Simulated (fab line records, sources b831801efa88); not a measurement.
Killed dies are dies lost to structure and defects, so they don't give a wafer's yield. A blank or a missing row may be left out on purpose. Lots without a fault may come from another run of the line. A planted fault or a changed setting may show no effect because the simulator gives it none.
fab line records | flow gf180mcu
record lots=13 wafers=39 last_day=34
route steps=602 shown NWELL@46 LVPWELL@65 MVPSD@88 SALICIDE@283 V1@356
lots that met no fault: from a run of the same line without faults
start_h: hours from the record's first day to the start of the lot's first wafer shown | wait_h: hours since the lot's step before | " the same as in the row above | L1.1+2: a row that stands for several wafers | - no value, or no start given | * or withheld: withheld | < > ~ a bound
route shown NAME@n: a module of which the file shows steps, and the number in the route of the first | usual: mean/standard deviation of fault-free wafers | same: alike in all rows | chamber/n: place in a boat | sites: the reading at each site | _std_site: their standard deviation | _edge_site: outer sites' mean less inner sites' | radius_mm: how far each site lies from the wafer's centre | mask NAME#n: copy n | behind: the tool/chamber that last shaped the wafer | hold: why the lot was held/for how many hours/how that ended | device: the transistor (n, p or np) that didn't switch | end of line: the same wafers' tests at the end of the route | a step without rows: its recipe alone | killed: dies lost to structure and defects at the first sort, not the wafer's yield | map: a wafer's dies, x killed, . not, _ none there
set.NAME: the setting as run; set.NAME@STEP: as run at that earlier step | model.NAME: the simulator's own value behind a step, which no gauge read
steps of the route over a sample of lots; a table a step, a row a wafer
services: from which hour (start_h, from the record's first day; less than 0 if before it) a tool's chamber was out of use, for how many hours, and why
## steps
# step GF_NWELL_EXPOSE_04
# recipe mask_id=Nwell target_cd_nm=860 na=0.6 source_shape=conventional sigma_outer=0.6 dose_mj=260
# same na=0.6
# columns lot.wafer tool chamber start_h wait_h mask
L174.1+2+6 iline_stepper-02 0 48.62 - Nwell#0
L175.1+2+4 iline_stepper-02 0 54.62 - Nwell#0
L176.2+3+4 iline_stepper-02 0 59.34 - Nwell#0
L178.4+5+6 iline_stepper-01 0 75.31 - Nwell#0
L179.1+4+5 iline_stepper-01 0 80.72 - Nwell#0
L181.2+3+4 iline_stepper-02 0 88.24 - Nwell#0
L184.2+5+6 iline_stepper-01 0 104.39 - Nwell#0
L185.1+5+6 iline_stepper-01 0 111.22 - Nwell#0
L186.1+4+5 iline_stepper-02 0 116.31 - Nwell#0
L187.2+3+4 iline_stepper-01 0 120.41 - Nwell#0
L188.3+4+6 iline_stepper-02 0 123.96 - LVPWELL#0
L189.1+2+6 iline_stepper-01 0 129.62 - Nwell#0
L197.1+4+6 iline_stepper-02 0 175.20 - Nwell#0
# step GF_NWELL_OVL_MEAS_07
# usual NWELL_OVL=-0.4/1.4
# columns lot.wafer tool chamber start_h wait_h NWELL_OVL[nm]
L174.1 overlay-02 - 54.88 - 2.6
L174.2 " - " " -0.3
L174.6 " - " " 0.4
L175.1 overlay-02 - 60.53 - -1.0
L175.2 " - " " -1.2
L175.4 " - " " 1.5
L176.2 overlay-02 - 65.25 - 0.7
L176.3 " - " " 0.7
L176.4 " - " " 2.0
L178.4 overlay-01 - 82.32 - -1.5
L178.5 " - " " -2.3
L178.6 " - " " 0.0
L179.1 overlay-02 - 87.07 - 0.6
L179.4 " - " " -2.2
L179.5 " - " " -1.0
L181.2 overlay-01 - 95.39 - 0.6
L181.3 " - " " -2.3
L181.4 " - " " 0.8
L184.2 overlay-01 - 111.74 - 0.9
L184.5 " - " " 0.8
L184.6 " - " " 1.3
L185.1 overlay-02 - 118.01 - -1.9
L185.5 " - " " -0.1
L185.6 " - " " -1.8
L186.1 overlay-02 - 123.48 - -1.6
L186.4 " - " " -1.7
L186.5 " - " " -2.1
L187.2 overlay-01 - 127.89 - 1.2
L187.3 " - " " 0.7
L187.4 " - " " 0.5
L188.3 overlay-01 - 131.24 - -
L188.4 " - " " -
L188.6 " - " " -
L189.1 overlay-01 - 136.98 - -1.5
L189.2 " - " " -1.1
L189.6 " - " " -2.4
L197.1 overlay-02 - 182.85 - -0.9
L197.4 " - " " -1.8
L197.6 " - " " -0.3
# step GF_NWELL_TW_MEAS_11
# usual NWELL_TW=1570/9.3
# columns lot.wafer tool chamber start_h wait_h NWELL_TW
L174.1 film_metro-02 - 55.32 0.1 1567
L174.2 " - " " 1576
L174.6 " - " " 1573
L175.1 film_metro-01 - 60.97 0.1 1565
L175.2 " - " " 1556
L175.4 " - " " 1569
L176.2 film_metro-01 - 65.69 0.1 1557
L176.3 " - " " 1564
L176.4 " - " " 1567
L178.4 film_metro-02 - 82.76 0.1 1575
L178.5 " - " " 1571
L178.6 " - " " 1569
L179.1 film_metro-01 - 87.50 0.1 1566
L179.4 " - " " 1565
L179.5 " - " " 1571
L181.2 film_metro-01 - 95.83 0.1 1568
L181.3 " - " " 1565
L181.4 " - " " 1578
L184.2 film_metro-02 - 112.18 0.1 1580
L184.5 " - " " 1580
L184.6 " - " " 1576
L185.1 film_metro-02 - 118.46 0.1 1572
L185.5 " - " " 1570
L185.6 " - " " 1577
L186.1 film_metro-02 - 123.92 0.1 1573
L186.4 " - " " 1578
L186.5 " - " " 1575
L187.2 film_metro-02 - 128.33 0.1 1582
L187.3 " - " " 1582
L187.4 " - " " 1590
L188.3 film_metro-02 - 131.69 0.1 30
L188.4 " - " " 30
L188.6 " - " " 30
L189.1 film_metro-01 - 137.42 0.1 1555
L189.2 " - " " 1570
L189.6 " - " " 1556
L197.1 film_metro-02 - 183.28 0.1 1573
L197.4 " - " " 1573
L197.6 " - " " 1578
# step GF_LVPWELL_TW_MEAS_11
# usual LVPWELL_TW=557/4.6
# columns lot.wafer tool chamber start_h wait_h LVPWELL_TW
L174.1 film_metro-02 - 68.41 0.1 562
L174.2 " - " " 561
L174.6 " - " " 562
L175.1 film_metro-04 - 74.66 0.1 547
L175.2 " - " " 550
L175.4 " - " " 550
L176.2 film_metro-02 - 78.96 0.1 563
L176.3 " - " " 562
L176.4 " - " " 563
L178.4 film_metro-04 - 97.06 0.1 554
L178.5 " - " " 552
L178.6 " - " " 553
L179.1 film_metro-04 - 101.86 0.1 551
L179.4 " - " " 551
L179.5 " - " " 552
L181.2 film_metro-02 - 110.39 0.1 561
L181.3 " - " " 564
L181.4 " - " " 558
L184.2 film_metro-04 - 127.37 0.1 555
L184.5 " - " " 553
L184.6 " - " " 550
L185.1 film_metro-02 - 133.63 0.1 560
L185.5 " - " " 565
L185.6 " - " " 563
L186.1 film_metro-01 - 139.03 0.1 554
L186.4 " - " " 557
L186.5 " - " " 559
L187.2 film_metro-04 - 144.04 0.1 551
L187.3 " - " " 553
L187.4 " - " " 554
L188.3 film_metro-01 - 147.16 0.1 1583
L188.4 " - " " 1594
L188.6 " - " " 1598
L189.1 film_metro-02 - 155.08 0.1 558
L189.2 " - " " 560
L189.6 " - " " 559
L197.1 film_metro-01 - 199.95 0.1 560
L197.4 " - " " 554
L197.6 " - " " 563
# step GF_MVPSD_STRIP_10
# recipe chemistry=O2/N2 power_w=1400 pressure_mtorr=1500 platen_temp_c=250 o2_flow_sccm=3000 n2_flow_sccm=300 overash_fraction=0.5
# usual drypump_motor_current_A=5.8/0.47 heater_power_w=360/22 oes_product_au=0.723/0.0052 strip_time_to_endpoint_s=36.91/0.11
# columns lot.wafer tool chamber start_h wait_h drypump_motor_current_A heater_power_w oes_product_au rf_hours_counter_h strip_time_to_endpoint_s
L174.1 plasma_asher-03 0 96.67 0.1 5.5 391 0.733 40 36.92
L174.2 " 1 " " 5.7 325 0.720 40 36.95
L174.6 " 0 " " 5.5 373 0.719 - 36.93
L175.1 plasma_asher-03 0 103.51 0.1 5.4 384 0.716 40 37.00
L175.2 " 1 " " 5.7 325 0.723 40 36.93
L175.4 " 0 " " 5.5 388 0.723 - 36.92
L176.2 plasma_asher-04 1 107.67 0.1 5.5 364 0.715 47 36.74
L176.3 " 1 " " 5.5 366 0.720 - 36.78
L176.4 " 0 " " 6.5 379 0.725 - 36.77
L178.4 plasma_asher-04 0 126.95 0.1 6.4 385 0.724 - 37.07
L178.5 " 1 " " 5.5 356 0.721 - 37.10
L178.6 " 0 " " 6.5 380 0.721 - 37.10
L179.1 plasma_asher-04 0 131.81 0.1 6.5 380 0.719 50 37.15
L179.4 " 1 " " 5.5 357 0.725 - 37.01
L179.5 " 0 " " 6.5 381 0.721 - 37.12
L181.2 plasma_asher-04 0 140.51 0.1 6.5 384 0.724 50 37.09
L181.3 " 0 " " 6.5 378 0.730 - 37.03
L181.4 " 1 " " 5.5 364 0.718 - 36.97
L184.2 plasma_asher-04 1 158.80 0.1 5.5 356 0.726 52 36.89
L184.5 " 0 " " 6.5 372 0.717 - 36.89
L184.6 " 1 " " 5.5 358 0.718 - 36.85
L185.1 plasma_asher-04 1 165.00 0.1 5.5 349 0.720 53 37.01
L185.5 " 0 " " 6.5 386 0.723 - 37.09
L185.6 " 1 " " 5.5 366 0.730 - 37.02
L186.1 plasma_asher-03 1 169.87 0.1 5.7 308 0.716 4 36.85
L186.4 " 0 " " 5.4 359 0.727 - 36.83
L186.5 " 1 " " 5.7 293 0.717 - 36.89
L187.2 plasma_asher-02 1 176.75 0.1 5.2 367 0.724 41 36.80
L187.3 " 0 " " 5.5 372 0.722 - 36.74
L187.4 " 1 " " 5.2 359 0.727 - 36.82
L188.3 plasma_asher-04 0 179.08 0.1 6.5 378 0.724 - 36.99
L188.4 " 1 " " 5.5 357 0.710 - 36.91
L188.6 " 1 " " 5.5 354 0.718 - 36.93
L189.1 plasma_asher-02 0 187.80 0.1 5.6 363 0.726 42 36.95
L189.2 " 1 " " 5.2 351 0.720 42 36.88
L189.6 " 1 " " 5.3 356 0.722 - 37.01
L197.1 plasma_asher-04 0 235.76 0.1 6.5 382 0.715 61 36.81
L197.4 " 0 " " 6.5 378 0.727 - 36.87
L197.6 " 1 " " 5.5 358 0.723 - 37.06
# step GF_SALICIDE_THK_MEAS_05
# recipe thk_meas_gauge=xrf reads=TiN_of_SALICIDE_SPUTTER_03
# usual SALICIDE_TIN_THK=20.11/0.25
# columns lot.wafer tool chamber start_h wait_h SALICIDE_TIN_THK[nm]
L174.1 film_metro-03 - 338.24 0.1 20.30
L174.2 " - " " 20.04
L174.6 " - " " 20.27
L175.1 film_metro-02 - 346.35 0.1 20.17
L175.2 " - " " 20.22
L175.4 " - " " 19.63
L176.2 film_metro-02 - 352.06 0.1 19.54
L176.3 " - " " 19.72
L176.4 " - " " 19.82
L178.4 film_metro-02 - 382.06 0.1 19.88
L178.5 " - " " 20.07
L178.6 " - " " 20.23
L179.1 film_metro-03 - 388.27 0.1 20.57
L179.4 " - " " 20.06
L179.5 " - " " 20.64
L181.2 film_metro-02 - 401.42 0.1 19.75
L181.3 " - " " 19.89
L181.4 " - " " 19.96
L184.2 film_metro-03 - 437.82 0.1 20.21
L184.5 " - " " 20.26
L184.6 " - " " 20.23
L185.1 film_metro-03 - 444.41 0.1 20.13
L185.5 " - " " 20.24
L185.6 " - " " 19.90
L186.1 film_metro-02 - 452.00 0.1 20.32
L186.4 " - " " 19.98
L186.5 " - " " 19.99
L187.2 film_metro-02 - 458.47 0.1 20.10
L187.3 " - " " 19.97
L187.4 " - " " 19.95
L188.3 film_metro-03 - 459.05 0.1 20.19
L188.4 " - " " 20.20
L188.6 " - " " 20.24
L189.1 film_metro-02 - 474.94 0.1 20.72
L189.2 " - " " 20.42
L189.6 " - " " 20.75
L197.1 film_metro-01 - 536.29 0.1 20.43
L197.4 " - " " 19.97
L197.6 " - " " 20.05
# step GF_V1_SPUTTER_21
# recipe material=Ti target_thk_nm=15 chamber_pressure_pa=5 power_w=2500 substrate_temp_c=200 time_s=80.02
# usual throttle_valve_pct=30.2/0.64
# same time_s=80.02
# columns lot.wafer tool chamber start_h wait_h throttle_valve_pct
L174.1 pvd_sputter-02 - 410.67 0.0 29.5
L174.2 " - " " 29.2
L174.6 " - " " 30.2
L175.1 pvd_sputter-01 - 418.93 0.0 30.4
L175.2 " - " " 30.0
L175.4 " - " " 30.3
L176.2 pvd_sputter-02 - 426.01 0.0 30.0
L176.3 " - " " 29.4
L176.4 " - " " 30.3
L178.4 pvd_sputter-01 - 458.27 0.0 29.7
L178.5 " - " " 29.7
L178.6 " - " " 30.1
L179.1 pvd_sputter-02 - 464.89 0.0 29.9
L179.4 " - " " 29.1
L179.5 " - " " 29.9
L181.2 pvd_sputter-01 - 479.31 0.0 29.9
L181.3 " - " " 30.3
L181.4 " - " " 30.1
L184.2 pvd_sputter-02 - 514.04 0.0 29.3
L184.5 " - " " 30.1
L184.6 " - " " 30.2
L185.1 pvd_sputter-01 - 521.07 0.0 29.8
L185.5 " - " " 29.9
L185.6 " - " " 30.2
L186.1 pvd_sputter-02 - 529.01 0.0 29.2
L186.4 " - " " 29.9
L186.5 " - " " 30.1
L187.2 pvd_sputter-02 - 534.24 0.0 29.3
L187.3 " - " " 29.4
L187.4 " - " " 30.4
L188.3 pvd_sputter-02 - 534.99 0.0 29.9
L188.4 " - " " 29.5
L188.6 " - " " 30.2
L189.1 pvd_sputter-02 - 549.34 0.0 30.1
L189.2 " - " " 29.4
L189.6 " - " " 29.9
L197.1 pvd_sputter-04 - 606.43 0.0 31.1
L197.4 " - " " 32.0
L197.6 " - " " 30.6
## services
# columns tool chamber start_h hours kind
iline_stepper-02 - 43.46 1.4 repair
pvd_sputter-01 - 56.63 1.7 repair
iline_stepper-02 - 112.93 1.7 pm
iline_stepper-01 - 132.76 1.7 pm
iline_stepper-01 - 152.91 9.7 repair
pvd_sputter-02 - 219.17 3.4 repair
iline_stepper-01 - 242.46 2.1 pm
pvd_sputter-02 - 280.97 1.7 repair
plasma_asher-04 - 291.85 4.3 pm
iline_stepper-02 - 305.75 2.1 pm
iline_stepper-02 - 331.12 1.7 pm
pvd_sputter-02 - 343.77 2.7 repair
iline_stepper-01 - 350.94 1.7 pm
iline_stepper-01 - 371.86 8.1 repair
iline_stepper-01 - 391.86 0.6 repair
plasma_asher-04 - 421.25 9.0 pm
iline_stepper-01 - 482.95 10.8 repair
plasma_asher-04 - 499.36 1.5 repair
iline_stepper-02 - 501.13 4.4 pm
pvd_sputter-01 - 526.01 9.5 repair
iline_stepper-02 - 549.29 1.7 pm
plasma_asher-04 - 566.91 0.7 repair
iline_stepper-01 - 569.12 1.7 pm
iline_stepper-01 - 580.51 4.4 pm
## key
first_sign step=GF_NWELL_EXPOSE_04 reading=mask direction=changed
effect step=GF_NWELL_OVL_MEAS_07 reading=NWELL_OVL direction=missing
effect step=GF_NWELL_TW_MEAS_11 reading=NWELL_TW direction=down sigmas=99+ usual=1570 struck=30
effect step=GF_LVPWELL_TW_MEAS_11 reading=LVPWELL_TW direction=up sigmas=99+ usual=557 struck=1592
met_at GF_NWELL_EXPOSE_04
struck_lots L188
sort_left_out L188.3,L188.4,L188.6
tester_left_out L188
not_acting_at GF_MVPSD_STRIP_10,GF_SALICIDE_THK_MEAS_05,GF_V1_SPUTTER_21
onset_between 116.31 123.96
fault kind=wrong_mask tool=any chamber=- onset_h=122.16 steps=GF_NWELL_EXPOSE_04 aux_copy=LVPWELL#0 scope=struck_lots_only
# tester_left_out: of these lots the tester's yield and bins aren't shown, on N5 and GAA mostly nor the transistor test; their killed dies are dies lost to structure and defects alone, not to doping, threshold or leakage, so they don't give the yield
# sort_left_out: the simulated sort isn't trusted on such a fault, so these wafers' sort isn't shown, and their yield isn't known
